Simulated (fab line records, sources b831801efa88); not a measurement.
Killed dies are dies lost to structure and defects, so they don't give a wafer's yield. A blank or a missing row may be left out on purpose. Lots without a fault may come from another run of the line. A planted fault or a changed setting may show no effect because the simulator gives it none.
Which tool did it? | flow gf180mcu | 24 lots, 72 wafers sampled, at 6 steps of a route of 602

WHAT THE GAUGES READ, wafer by wafer
GF_M1_OVL_MEAS_15. Usual: M1_OVL 0 nm, standard deviation 4.2.
lot  | measured     | on         | M1_OVL (nm) | flag
L074 | day 16 23:25 | overlay-02 | 0 0 -3      |
L075 | day 17 10:33 | overlay-02 | 2 -1 -1     |
L076 | day 17 14:50 | overlay-02 | -3 -4 -8    |
L077 | day 17 18:35 | overlay-02 | 0 2 1       |
L078 | day 18 10:42 | overlay-02 | -3 -9 -1    |
L079 | day 18 19:17 | overlay-01 | 6 -1 4      |
L080 | day 19 05:38 | overlay-02 | 4 6 8       |
L081 | day 19 17:01 | overlay-01 | 4 -3 3      |
L082 | day 20 04:01 | overlay-01 | 1 -1 6      |
L083 | day 20 10:55 | overlay-02 | -3 -4 -6    |
L084 | day 21 02:54 | overlay-01 | -2 -4 -4    |
L085 | day 21 13:34 | overlay-01 | 6 -2 -7     |
L086 | day 21 13:55 | overlay-02 | 0 -1 3      |
L087 | day 21 21:45 | overlay-01 | -1 0 -13    |
L088 | day 22 09:20 | overlay-01 | 4 4 0       |
L089 | day 22 20:01 | overlay-02 | 1 -2 0      |
L090 | day 23 04:51 | overlay-02 | 4 2 4       |
L091 | day 23 09:06 | overlay-02 | 10 5 4      |
L092 | day 23 17:38 | overlay-02 | -5 -6 -6    |
L093 | day 23 22:49 | overlay-01 | 3 1 3       |
L094 | day 24 07:35 | overlay-02 | 7 11 6      |
L095 | day 24 12:35 | overlay-02 | -6 -6 -5    |
L096 | day 24 19:53 | overlay-01 | 2 -4 3      |
L097 | day 25 03:25 | overlay-01 | -6 0 3      |

GF_M4_THK_MEAS_06: measures by xrf. Usual: M4_ALCU_THK 451 nm, standard deviation 4.
lot  | measured     | on            | M4_ALCU_THK (nm) | flag
L074 | day 22 09:05 | film_metro-01 | 451 445 453      |
L075 | day 22 20:09 | film_metro-03 | 450 441 448      |
L076 | day 22 23:23 | film_metro-04 | 453 454 452      |
L077 | day 23 03:26 | film_metro-03 | 453 452 453      |
L078 | day 24 03:34 | film_metro-01 | 453 451 449      |
L079 | day 24 03:35 | film_metro-03 | 447 449 447      |
L080 | day 24 12:41 | film_metro-01 | 456 457 454      |
L081 | day 24 22:41 | film_metro-01 | 452 450 452      |
L082 | day 25 09:50 | film_metro-01 | 453 453 451      |
L083 | day 25 15:22 | film_metro-03 | 445 449 447      |
L084 | day 26 05:34 | film_metro-04 | 451 453 450      |
L085 | day 26 14:41 | film_metro-04 | 460 460 453      |
L086 | day 26 17:09 | film_metro-01 | 447 445 445      |
L087 | day 26 21:49 | film_metro-03 | 450 448 451      |
L088 | day 27 06:48 | film_metro-04 | 451 454 453      |
L089 | day 27 16:21 | film_metro-04 | 445 451 446      |
L090 | day 28 00:23 | film_metro-03 | 454 450 449      |
L091 | day 28 04:44 | film_metro-01 | 447 448 445      |
L092 | day 28 10:44 | film_metro-01 | 452 451 449      |
L093 | day 28 16:12 | film_metro-01 | 455 456 460      |
L094 | day 28 23:39 | film_metro-03 | 451 452 448      |
L095 | day 29 03:38 | film_metro-04 | 457 456 459      |
L096 | day 29 09:57 | film_metro-01 | 448 446 446      |
L097 | day 29 17:16 | film_metro-04 | 448 449 456      |

GF_V4_THK_MEAS_03. Usual: V4_CVD_02_THK 850 nm, standard deviation 10.
lot  | measured     | on            | V4_CVD_02_THK (nm) | flag
L074 | day 23 09:07 | film_metro-04 | 857 862 864        |
L075 | day 23 20:07 | film_metro-02 | 841 859 861        |
L076 | day 23 23:17 | film_metro-04 | 839 846 849        |
L077 | day 24 03:23 | film_metro-04 | 851 856 851        |
L078 | day 25 01:40 | film_metro-03 | 848 849 871        |
L079 | day 25 02:13 | film_metro-04 | 844 849 858        |
L080 | day 25 10:27 | film_metro-03 | 842 855 856        |
L081 | day 25 20:56 | film_metro-04 | 844 850 841        |
L082 | day 26 07:53 | film_metro-03 | 851 859 859        |
L083 | day 26 13:08 | film_metro-02 | 837 840 851        |
L084 | day 27 02:31 | film_metro-03 | 832 828 841        |
L085 | day 27 11:28 | film_metro-02 | 855 856 860        |
L086 | day 27 13:55 | film_metro-04 | 842 832 840        |
L087 | day 27 19:17 | film_metro-04 | 859 856 847        |
L088 | day 28 04:11 | film_metro-04 | 853 838 867        |
L089 | day 28 12:59 | film_metro-03 | 835 842 847        |
L090 | day 28 21:02 | film_metro-03 | 847 852 858        |
L091 | day 29 01:11 | film_metro-03 | 853 882 876        |
L092 | day 29 07:06 | film_metro-03 | 840 845 839        |
L093 | day 29 11:52 | film_metro-02 | 838 845 860        |
L094 | day 29 19:03 | film_metro-02 | 845 848 852        |
L095 | day 29 23:20 | film_metro-04 | 837 852 854        |
L096 | day 30 04:58 | film_metro-02 | 851 863 870        |
L097 | day 30 11:42 | film_metro-03 | 854 852 856        |

WHICH TOOL RAN EACH LOT (tool, then ch and the chambers of the sampled wafers, then the start)
lot  | GF_M2_SPUTTER_04             | GF_V2_CMP_26                  | GF_V3_ETCH_16
L074 | pvd_sputter-03, day 18 01:47 | cmp-01 ch 0,1, day 20 04:20   | rie_diel-03 ch 0,2,3, day 22 07:21
L075 | pvd_sputter-04, day 18 13:11 | cmp-01 ch 0,3, day 20 16:00   | rie_diel-01 ch 1,2, day 22 18:26
L076 | pvd_sputter-04, day 18 17:06 | cmp-02 ch 1,2, day 20 19:58   | rie_diel-01 ch 0,2, day 22 21:42
L077 | pvd_sputter-03, day 18 21:16 | cmp-01 ch 0,1,2, day 21 00:09 | rie_diel-02 ch 0,2, day 23 01:42
L078 | pvd_sputter-04, day 19 22:49 | cmp-01 ch 0,1,3, day 22 01:25 | rie_diel-03 ch 2,3, day 24 01:38
L079 | pvd_sputter-03, day 19 23:07 | cmp-01 ch 0,1,3, day 22 02:01 | rie_diel-01 ch 0,2, day 24 01:50
L080 | pvd_sputter-03, day 20 08:46 | cmp-02 ch 0,2,3, day 22 11:28 | rie_diel-02 ch 0,1, day 24 10:59
L081 | pvd_sputter-01, day 20 20:26 | cmp-02 ch 1,2,3, day 22 22:41 | rie_diel-02 ch 0,1,3, day 24 21:00
L082 | pvd_sputter-03, day 21 07:37 | cmp-01 ch 2,3, day 23 09:54   | rie_diel-02 ch 0,3, day 25 08:05
L083 | pvd_sputter-03, day 21 13:44 | cmp-01 ch 0,2,3, day 23 15:33 | rie_diel-01 ch 1,3, day 25 13:38
L084 | pvd_sputter-03, day 22 06:02 | cmp-01 ch 1,2, day 24 05:53   | rie_diel-01 ch 1,2,3, day 26 03:47
L085 | pvd_sputter-03, day 22 16:34 | cmp-02 ch 0,1, day 24 16:19   | rie_diel-01 ch 0,2,3, day 26 13:00
L086 | pvd_sputter-04, day 22 17:08 | cmp-02 ch 0,1,3, day 24 17:20 | rie_diel-03 ch 0,1, day 26 14:53
L087 | pvd_sputter-03, day 23 00:20 | cmp-02 ch 1,2, day 25 00:13   | rie_diel-03 ch 1,3, day 26 20:06
L088 | pvd_sputter-04, day 23 10:56 | cmp-01 ch 0,1,2, day 25 09:23 | rie_diel-03 ch 0,2,3, day 27 05:05
L089 | pvd_sputter-04, day 23 21:26 | cmp-02 ch 0,1,3, day 25 19:26 | rie_diel-01 ch 0,2,3, day 27 14:32
L090 | pvd_sputter-03, day 24 06:17 | cmp-01 ch 2,3, day 26 04:19   | rie_diel-01 ch 0,2,3, day 27 22:41
L091 | pvd_sputter-04, day 24 11:02 | cmp-01 ch 0,2, day 26 08:16   | rie_diel-03 ch 0,3, day 28 03:02
L092 | pvd_sputter-03, day 24 19:04 | cmp-01 ch 1,2,3, day 26 16:16 | rie_diel-02 ch 1,2,3, day 28 09:03
L093 | pvd_sputter-04, day 24 23:35 | cmp-01 ch 0,1,3, day 26 20:06 | rie_diel-03 ch 0,2,3, day 28 14:30
L094 | pvd_sputter-04, day 25 08:19 | cmp-01 ch 0,2,3, day 27 04:44 | rie_diel-03 ch 0,1,3, day 28 21:56
L095 | pvd_sputter-03, day 25 13:16 | cmp-02 ch 0,3, day 27 09:39   | rie_diel-03 ch 0,1,3, day 29 01:56
L096 | pvd_sputter-01, day 25 19:48 | cmp-02 ch 1,2,3, day 27 15:49 | rie_diel-01 ch 2,3, day 29 08:14
L097 | pvd_sputter-03, day 26 03:47 | cmp-01 ch 1,2,3, day 27 23:39 | rie_diel-01 ch 1,2,3, day 29 15:34
- GF_M2_SPUTTER_04: material TiN, target thk 50 nm, time 41.7 s.
- GF_V2_CMP_26: polishes, stops on SiO2, t overpolish 15 s, target thk 0 nm.
- GF_V3_ETCH_16: etches BARC in N2/H2.

WHAT THE TOOLS THEMSELVES READ (means of the sampled wafers that have a number; where no wafer has one, the mark that the record gives instead)
GF_M2_SPUTTER_04. Usual: cathode_dc_power_W 6500.0 W, standard deviation 1.1; throttle_valve_pct 30.0 %, standard deviation 1.
lot  | tool           | cathode_dc_power_W (W) | throttle_valve_pct (%) | flag
L074 | pvd_sputter-03 | 6499.5                 | 30.4                   |
L075 | pvd_sputter-04 | 6500.8                 | 29.3                   |
L076 | pvd_sputter-04 | 6499.9                 | 29.4                   |
L077 | pvd_sputter-03 | 6500.7                 | 30.7                   |
L078 | pvd_sputter-04 | 6499.6                 | 29.0                   |
L079 | pvd_sputter-03 | 6500.1                 | 30.0                   |
L080 | pvd_sputter-03 | 6499.3                 | 30.8                   |
L081 | pvd_sputter-01 | 6500.0                 | 30.8                   |
L082 | pvd_sputter-03 | 6499.5                 | 30.1                   |
L083 | pvd_sputter-03 | 6499.7                 | 30.6                   |
L084 | pvd_sputter-03 | 6500.6                 | 30.2                   |
L085 | pvd_sputter-03 | 6499.8                 | 30.4                   |
L086 | pvd_sputter-04 | 6499.0                 | 29.3                   |
L087 | pvd_sputter-03 | 6499.6                 | 30.1                   |
L088 | pvd_sputter-04 | 6500.6                 | 29.4                   |
L089 | pvd_sputter-04 | 6499.6                 | 30.3                   |
L090 | pvd_sputter-03 | 6500.1                 | 30.2                   |
L091 | pvd_sputter-04 | 6500.8                 | 29.4                   |
L092 | pvd_sputter-03 | 6500.0                 | 30.6                   |
L093 | pvd_sputter-04 | 6499.3                 | 28.9                   |
L094 | pvd_sputter-04 | 6499.1                 | 30.2                   |
L095 | pvd_sputter-03 | 6500.5                 | 30.5                   |
L096 | pvd_sputter-01 | 6500.1                 | 30.1                   |
L097 | pvd_sputter-03 | 6500.2                 | 30.2                   |

GF_V2_CMP_26. Usual: motor_current_A 10.7 A, standard deviation 1; overpolish_run_s 15.000 s, standard deviation 0.0092; time_to_endpoint_s 84.9 s, standard deviation 2.8.
lot  | tool   | motor_current_A (A) | overpolish_run_s (s) | time_to_endpoint_s (s) | flag
L074 | cmp-01 | 10.1                | 15.003               | 87.2                   |
L075 | cmp-01 | 10.0                | 15.003               | 86.8                   |
L076 | cmp-02 | 11.6                | 15.007               | 83.3                   |
L077 | cmp-01 | 10.2                | 14.996               | 85.7                   |
L078 | cmp-01 | 10.1                | 15.005               | 88.8                   |
L079 | cmp-01 | 10.2                | 14.994               | 88.4                   |
L080 | cmp-02 | 11.4                | 15.008               | 86.7                   |
L081 | cmp-02 | 11.9                | 15.000               | 86.1                   |
L082 | cmp-01 | 10.1                | 14.996               | 85.0                   |
L083 | cmp-01 | 10.1                | 14.999               | 84.4                   |
L084 | cmp-01 | 10.3                | 14.999               | 85.4                   |
L085 | cmp-02 | 12.1                | 14.996               | 84.2                   |
L086 | cmp-02 | 12.2                | 15.003               | 81.1                   |
L087 | cmp-02 | 11.2                | 14.996               | 85.6                   |
L088 | cmp-01 | 10.3                | 14.993               | 83.6                   |
L089 | cmp-02 | 12.1                | 14.998               | 85.3                   |
L090 | cmp-01 | 9.7                 | 15.002               | 85.0                   |
L091 | cmp-01 | 9.9                 | 14.992               | 83.7                   |
L092 | cmp-01 | 9.9                 | 15.004               | 85.5                   |
L093 | cmp-01 | 10.1                | 15.000               | 86.3                   |
L094 | cmp-01 | 9.8                 | 15.008               | 83.1                   |
L095 | cmp-02 | 12.1                | 15.001               | 79.8                   |
L096 | cmp-02 | 11.7                | 15.010               | 80.4                   |
L097 | cmp-01 | 10.2                | 15.005               | 85.6                   |

GF_V3_ETCH_16. Usual: drypump_motor_current_A 5.7 A, standard deviation 0.45; oes_product_au 0.855 a.u., standard deviation 0.0048; throttle_valve_pct 13.224 %, standard deviation 0.0086.
lot  | tool        | drypump_motor_current_A (A) | oes_product_au (a.u.) | throttle_valve_pct (%) | flag
L074 | rie_diel-03 | 5.7                         | 0.852                 | 13.223                 |
L075 | rie_diel-01 | 5.7                         | 0.854                 | 13.220                 |
L076 | rie_diel-01 | 5.9                         | 0.852                 | 13.226                 |
L077 | rie_diel-02 | 5.3                         | 0.855                 | 13.228                 |
L078 | rie_diel-03 | 5.4                         | 0.857                 | 13.232                 |
L079 | rie_diel-01 | 6.2                         | 0.852                 | 13.213                 |
L080 | rie_diel-02 | 5.7                         | 0.857                 | 13.225                 |
L081 | rie_diel-02 | 5.8                         | 0.857                 | 13.226                 |
L082 | rie_diel-02 | 5.7                         | 0.852                 | 13.225                 |
L083 | rie_diel-01 | 5.6                         | 0.850                 | 13.222                 |
L084 | rie_diel-01 | 5.6                         | 0.850                 | 13.215                 |
L085 | rie_diel-01 | 5.9                         | 0.853                 | 13.216                 |
L086 | rie_diel-03 | 5.9                         | 0.855                 | 13.230                 |
L087 | rie_diel-03 | 5.4                         | 0.856                 | 13.225                 |
L088 | rie_diel-03 | 5.7                         | 0.859                 | 13.222                 |
L089 | rie_diel-01 | 5.9                         | 0.854                 | 13.221                 |
L090 | rie_diel-01 | 5.9                         | 0.856                 | 13.213                 |
L091 | rie_diel-03 | 5.8                         | 0.856                 | 13.222                 |
L092 | rie_diel-02 | 5.8                         | 0.857                 | 13.225                 |
L093 | rie_diel-03 | 5.7                         | 0.856                 | 13.217                 |
L094 | rie_diel-03 | 5.6                         | 0.850                 | 13.221                 |
L095 | rie_diel-03 | 5.6                         | 0.856                 | 13.233                 |
L096 | rie_diel-01 | 5.7                         | 0.851                 | 13.232                 |
L097 | rie_diel-01 | 5.6                         | 0.859                 | 13.235                 |

THE ANSWER, worked out from the rows above alone
Rule: a lot is off if the mean of its wafers that have a number lies more than 3 standard deviations from the usual mean. A lot without any number at a reading at which 4 lots or more have one is off too. The other lots that the step has rows for count as sound. The gauges are gone through in route order, then the tools' own readings, and for those a lot's mean is taken as printed above. The first step at which some lot is off is used, and at that step the reading that is off furthest; a lot without a number counts as furthest.
No lot is off at any reading shown: from this, nothing can be told.

WHAT THE SIMULATOR HAD PUT IN
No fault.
